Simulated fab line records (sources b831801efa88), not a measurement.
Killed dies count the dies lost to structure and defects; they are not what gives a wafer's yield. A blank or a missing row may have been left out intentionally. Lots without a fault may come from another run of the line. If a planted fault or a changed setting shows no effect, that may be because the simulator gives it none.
Which tool did it? -- flow gf180mcu -- 6 lots, 18 wafers sampled, at 3 steps of a route of 602

## WHAT EACH GAUGE READ, for each wafer
GF_M5_OVL_MEAS_08.
lot,measured,on,M5_OVL (nm)
L355,day 26 23:45,overlay-02,0 2 -6
L357,day 27 10:20,overlay-01,-6 3 -9
L363,day 29 10:15,overlay-01,-10 -2 -8
L365,day 30 03:56,overlay-02,-16 -5 -6
L369,day 31 01:37,overlay-01,-8 -2 -4
L371,day 31 15:58,overlay-01,46 44 44 42 43 41

## WHAT TOOL EACH LOT RAN ON (gives the tool, then ch and the chambers of the sampled wafers, and finally the start)
lot,GF_V4_SPUTTER_21,GF_M5_EXPOSE_04
L355,"pvd sputter-03, day 25 04:39","krf scanner-01 ch 0, day 26 13:58"
L357,"pvd sputter-01, day 25 16:55","krf scanner-02 ch 0, day 27 01:01"
L363,"pvd sputter-01, day 27 19:17","krf scanner-01 ch 0, day 29 01:43"
L365,"pvd sputter-01, day 28 11:35","krf scanner-01 ch 0, day 29 18:25"
L369,"pvd sputter-03, day 29 11:20","krf scanner-02 ch 0, day 30 16:43"
L371,"pvd sputter-01, day 30 02:50","krf scanner-02 ch 0, day 31 07:10"
- GF_V4_SPUTTER_21: material Ti, target thk 15 nm, time 80.02 s.
- GF_M5_EXPOSE_04: exposes mask Metal5, target cd 280 nm.

## THE ANSWER, worked out from the rows above alone
Rule: what is usual is taken from the lots themselves. The widest of any qualifying gaps counts: lots, ordered by their means at a reading, are off when they make up no more than a third of the lots, leave a main group of 4 or more, and stand apart from it by 3 or more times the standard deviation of that group's means. A main group whose means are all the same, to the digits that the tables above print for the reading, isn't used. Also off: a lot with no number at a reading for which 4 or more lots have one. The other lots that the step has rows for count as sound.
Off: at GF_M5_OVL_MEAS_08 (M5_OVL), L371. Main group: mean -5 nm, sd 2.6.
A tool fits if, at a process step before that reading, it ran every lot that is off, and no sound lot after the first of them. The gauges at GF_M5_OVL_MEAS_08 are tried like those tools. Can't be told from this: 3 tools fit, pvd sputter-01 at GF_V4_SPUTTER_21, krf scanner-02 at GF_M5_EXPOSE_04, overlay-01 at GF_M5_OVL_MEAS_08.

## WHAT WAS PUT IN BY THE SIMULATOR
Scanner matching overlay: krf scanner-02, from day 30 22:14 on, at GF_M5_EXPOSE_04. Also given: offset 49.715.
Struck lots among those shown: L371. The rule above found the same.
